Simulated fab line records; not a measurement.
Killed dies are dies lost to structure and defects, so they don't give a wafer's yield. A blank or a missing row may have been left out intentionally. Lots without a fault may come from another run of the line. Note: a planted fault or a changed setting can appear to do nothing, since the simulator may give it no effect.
fab line records	flow sky130	part 2 of 2: steps 29 to 37 of 37
[record] lots = 5	wafers = 15	lastDay = 50
route steps=708 shown SD_P@325 RES_XHIGH@332 SD_N@342 SALICIDE@361 LI_CONTACT@362
lots untouched by any fault: they come from a run of this same line in which no faults occurred
startH: the number of hours between the record's first day and the start of the first shown wafer of the lot	waitH: hours elapsed since this lot's preceding step	" unchanged from the row above	L1.1+2: a row that stands for several wafers	- no value present, or no start provided	* or withheld: withheld	< > ~ a bound
route shown NAME@n: NAME is a module with steps in the file, n the number in the route of the first one	usual: the fault-free wafers' mean and standard deviation	same: alike in all rows	chamber/n: place in a boat	sites: the reading at each site	_std_site: the standard deviation of these	_edge_site: inner sites' mean taken away from outer sites' mean	radiusMm: for every site, how far away it sits from the centre of the wafer	mask NAME#n: copy n	behind: the last tool/chamber to shape the wafer	hold: why the lot went on hold/how many hours it stayed there/how the hold came to an end	device: the transistor (n, p or np) that didn't switch	end of line: the same wafers' tests at the end of the route	a step without rows: its recipe alone	killed: not the wafer's yield, but the dies lost to structure and defects at the first sort	map: the dies of a wafer, with x for killed, . for not killed, _ for no die there
set.NAME: setting as actually run; set.NAME@STEP: the setting as run at that earlier step	model.NAME: the simulator's own value behind a step, which no gauge read
lots at selected steps of the route; one table per step, one row per wafer
services: from which hour (startH, from the record's first day; less than 0 if before it) a tool's chamber was out of use, for how many hours, and why
[[steps]]
[step SKY_SD_N_STRIP_11]
[recipe] chemistry = O2/N2	powerW = 1400	pressureMtorr = 1500	platenTempC = withheld	o2FlowSccm = 3000	n2FlowSccm = 300	overashFraction = 0.5
[usual] drypumpMotorCurrentA = 5.8/0.51	n2FlowSccm = 299.9/0.9	o2FlowSccm = 3001/8.7	oesProductAu = 0.528/0.0043	stripTimeToEndpointS = 22.650/0.029
lot.wafer	tool	chamber	startH	waitH	drypumpMotorCurrentA	n2FlowSccm	o2FlowSccm	oesProductAu	rfHoursCounterH	stripTimeToEndpointS
L075.1	plasmaAsher-01	1	656.45	0.1	6.4	300.9	3014	0.528	56	22.631
L075.2	"	0	"	"	5.5	299.2	3011	0.524	56	22.695
L075.3	"	0	"	"	5.5	299.2	3008	0.525	-	22.632
L076.1	plasmaAsher-04	0	661.21	0.1	6.1	299.3	2996	0.526	23	22.668
L076.2	"	1	"	"	5.1	299.7	3008	0.525	23	22.645
L076.5	"	1	"	"	5.1	300.2	3009	0.533	-	22.672
L081.3	plasmaAsher-01	0	698.71	0.1	5.5	298.0	3002	0.530	-	22.638
L081.4	"	1	"	"	6.4	300.7	3008	0.532	-	22.617
L081.5	"	1	"	"	6.4	300.4	2988	0.525	-	22.580
L091.3	plasmaAsher-01	0	791.47	0.1	5.5	300.5	2998	0.522	-	22.591
L091.4	"	1	"	"	6.4	299.0	2998	0.528	-	22.615
L091.6	"	1	"	"	6.4	299.8	3003	0.533	-	22.634
L096.1	plasmaAsher-04	1	836.33	0.1	5.1	300.8	3003	0.524	40	22.611
L096.2	"	0	"	"	6.2	300.4	2999	0.538	40	22.653
L096.6	"	1	"	"	5.1	298.2	2989	0.527	-	22.667
[step SKY_SD_N_TW_MEAS_12]
[usual] SD_N_TW = 3971/36
lot.wafer	tool	chamber	startH	waitH	SD_N_TW
L075.1	filmMetro-04	-	656.55	0.1	3992
L075.2	"	-	"	"	4006
L075.3	"	-	"	"	4015
L076.1	filmMetro-01	-	661.31	0.1	3954
L076.2	"	-	"	"	3999
L076.5	"	-	"	"	3968
L081.3	filmMetro-01	-	698.79	0.1	3978
L081.4	"	-	"	"	3963
L081.5	"	-	"	"	4004
L091.3	filmMetro-04	-	791.55	0.1	4012
L091.4	"	-	"	"	3993
L091.6	"	-	"	"	4009
L096.1	filmMetro-02	-	836.43	0.1	3943
L096.2	"	-	"	"	3943
L096.6	"	-	"	"	3960
[step SKY_SD_N_CLEAN_13]
[recipe] chemistry = SC1/SC2	mix = 1:4:20	tempC = 70	timeS = 150	dry = n2Spin
lot.wafer	tool	chamber	startH	waitH
L075.1+2+3	wetBench-04	2	656.64	0.1
L076.1+2+5	wetBench-01	3	661.37	0.1
L081.3+4+5	wetBench-02	2	698.83	0.0
L091.3+4+6	wetBench-01	2	791.59	0.0
L096.1+2+6	wetBench-02	3	836.49	0.1
[step SKY_SD_N_RTA_14]
[recipe] tempC = 1075	timeS = 2	idleTempC = 650	rampUpCPerS = 150	rampDownCPerS = 90	ambient = N2
[usual] annealTempCMax = 1078.4/0.81	lampPowerPct = 15.73/0.049	wafer_temp_C_max = 1078.1/1.3
lot.wafer	tool	chamber	startH	waitH	annealTempCMax	lampPowerPct	wafer_temp_C_max
L075.1	rtpAnneal-02	0	656.69	0.0	1078.2	15.73	1078.2
L075.2	"	0	"	"	1078.8	15.73	1076.7
L075.3	"	0	"	"	1078.8	15.63	1076.0
L076.1	rtpAnneal-01	0	661.42	0.0	1078.8	15.72	1077.6
L076.2	"	0	"	"	1078.5	15.76	1077.9
L076.5	"	0	"	"	1079.7	15.66	1080.9
L081.3	rtpAnneal-02	0	698.90	0.0	1078.0	15.65	1080.0
L081.4	"	0	"	"	1077.8	15.77	1077.0
L081.5	"	0	"	"	1076.7	15.72	1079.1
L091.3	rtpAnneal-02	0	791.66	0.0	1078.6	15.70	1077.7
L091.4	"	0	"	"	1078.0	15.77	1078.3
L091.6	"	0	"	"	1078.1	15.71	1075.9
L096.1	rtpAnneal-02	0	836.54	0.0	1078.5	15.76	1079.0
L096.2	"	0	"	"	1078.7	15.80	1077.2
L096.6	"	0	"	"	1077.7	15.65	1077.9
[step SKY_SD_N_RS_MEAS_16]
[recipe] thkMeasGauge = four-point-probe
[usual] SD_N_RS = 68.50/0.12
lot.wafer	tool	chamber	startH	waitH	SD_N_RS[ohm/sq]
L075.1	filmMetro-02	-	656.86	0.1	68.39
L075.2	"	-	"	"	68.30
L075.3	"	-	"	"	68.39
L076.1	filmMetro-04	-	661.59	0.1	68.53
L076.2	"	-	"	"	68.53
L076.5	"	-	"	"	68.59
L081.3	filmMetro-02	-	699.10	0.1	68.34
L081.4	"	-	"	"	68.56
L081.5	"	-	"	"	68.62
L091.3	filmMetro-04	-	791.86	0.1	68.55
L091.4	"	-	"	"	68.52
L091.6	"	-	"	"	68.52
L096.1	filmMetro-04	-	836.72	0.1	68.54
L096.2	"	-	"	"	68.60
L096.6	"	-	"	"	68.61
[step SKY_SD_N_RS_MEAS_17]
[recipe] thkMeasGauge = four-point-probe
[usual] SD_P_RS = 146.9/0.32
lot.wafer	tool	chamber	startH	waitH	SD_P_RS[ohm/sq]
L075.1	filmMetro-02	-	656.98	0.1	146.8
L075.2	"	-	"	"	146.7
L075.3	"	-	"	"	146.4
L076.1	filmMetro-04	-	661.71	0.1	147.2
L076.2	"	-	"	"	147.3
L076.5	"	-	"	"	147.0
L081.3	filmMetro-02	-	699.22	0.1	147.0
L081.4	"	-	"	"	147.1
L081.5	"	-	"	"	147.2
L091.3	filmMetro-04	-	791.98	0.1	146.7
L091.4	"	-	"	"	146.6
L091.6	"	-	"	"	146.4
L096.1	filmMetro-04	-	836.84	0.1	146.9
L096.2	"	-	"	"	147.1
L096.6	"	-	"	"	147.1
[step SKY_SD_N_RS_MEAS_18]
[recipe] thkMeasGauge = four-point-probe
[usual] RES_XHIGH_RS = 332.8/1.2
lot.wafer	tool	chamber	startH	waitH	RES_XHIGH_RS[ohm/sq]
L075.1	filmMetro-02	-	657.10	0.1	333.5
L075.2	"	-	"	"	332.3
L075.3	"	-	"	"	332.7
L076.1	filmMetro-04	-	661.83	0.1	333.8
L076.2	"	-	"	"	334.6
L076.5	"	-	"	"	335.0
L081.3	filmMetro-02	-	699.34	0.1	331.6
L081.4	"	-	"	"	332.2
L081.5	"	-	"	"	332.1
L091.3	filmMetro-04	-	792.10	0.1	333.2
L091.4	"	-	"	"	333.2
L091.6	"	-	"	"	333.2
L096.1	filmMetro-04	-	836.96	0.1	334.2
L096.2	"	-	"	"	333.7
L096.6	"	-	"	"	333.3
[step SKY_SALICIDE_CLEAN_00]
[recipe] chemistry = HF-last	timeS = 30	dilution = 100:1	dry = ipaMarangoni
lot.wafer	tool	chamber	startH	waitH
L075.1+2+3	wetBench-03	0	657.22	0.1
L076.1+2+5	wetBench-03	3	661.95	0.1
L081.3+4+5	wetBench-04	2	699.42	0.1
L091.3+4+6	wetBench-02	1	792.18	0.1
L096.1+2+6	wetBench-04	2	837.08	0.1
[step SKY_LI_CONTACT_HDPCVD_00]
[recipe] material = PSG	targetThkNm = 930	sigmaOpenFrac = 0.3	timeS = 155	tempC = 600	sih4FlowSccm = 60	pressureMtorr = 6
[usual] pressureMtorr = 6.001/0.013
lot.wafer	tool	chamber	startH	waitH	pressureMtorr
L075.1	hdpcvd-01	0	657.24	0.0	5.992
L075.2	"	1	"	"	5.998
L075.3	"	2	"	"	6.010
L076.1	hdpcvd-01	1	661.97	0.0	5.996
L076.2	"	2	"	"	6.019
L076.5	"	2	"	"	6.004
L081.3	hdpcvd-01	0	699.43	0.0	6.002
L081.4	"	2	"	"	6.002
L081.5	"	0	"	"	6.011
L091.3	hdpcvd-01	1	792.19	0.0	6.008
L091.4	"	0	"	"	5.993
L091.6	"	2	"	"	6.008
L096.1	hdpcvd-01	2	837.09	0.0	6.009
L096.2	"	0	"	"	5.976
L096.6	"	0	"	"	5.987
[[services]]
tool	chamber	startH	hours	kind
implanter-01	-	583.79	2.1	repair
ilineStepper-02	-	587.28	19.3	repair
implanter-03	-	589.15	3.6	pm
ilineStepper-01	-	593.37	11.7	repair
ilineStepper-01	-	605.93	5.9	repair
ilineStepper-01	-	611.80	4.3	pm
implanter-04	-	626.60	4.8	pm
implanter-04	-	634.00	3.8	repair
implanter-04	-	637.80	19.5	pm
implanter-01	-	644.64	17.3	pm
implanter-03	-	658.51	1.2	repair
implanter-04	-	682.77	1.6	repair
plasmaAsher-04	-	696.43	2.8	pm
ilineStepper-01	-	715.49	1.7	pm
hdpcvd-01	0	719.97	9.3	repair
implanter-01	-	721.52	5.5	pm
plasmaAsher-04	-	726.51	1.1	repair
implanter-03	-	747.70	2.5	repair
ilineStepper-01	-	756.22	12.9	repair
ilineStepper-02	-	769.13	1.7	pm
plasmaAsher-04	-	778.93	1.3	repair
implanter-03	-	780.70	5.2	pm
implanter-03	-	805.60	2.0	repair
implanter-03	-	816.29	2.7	repair
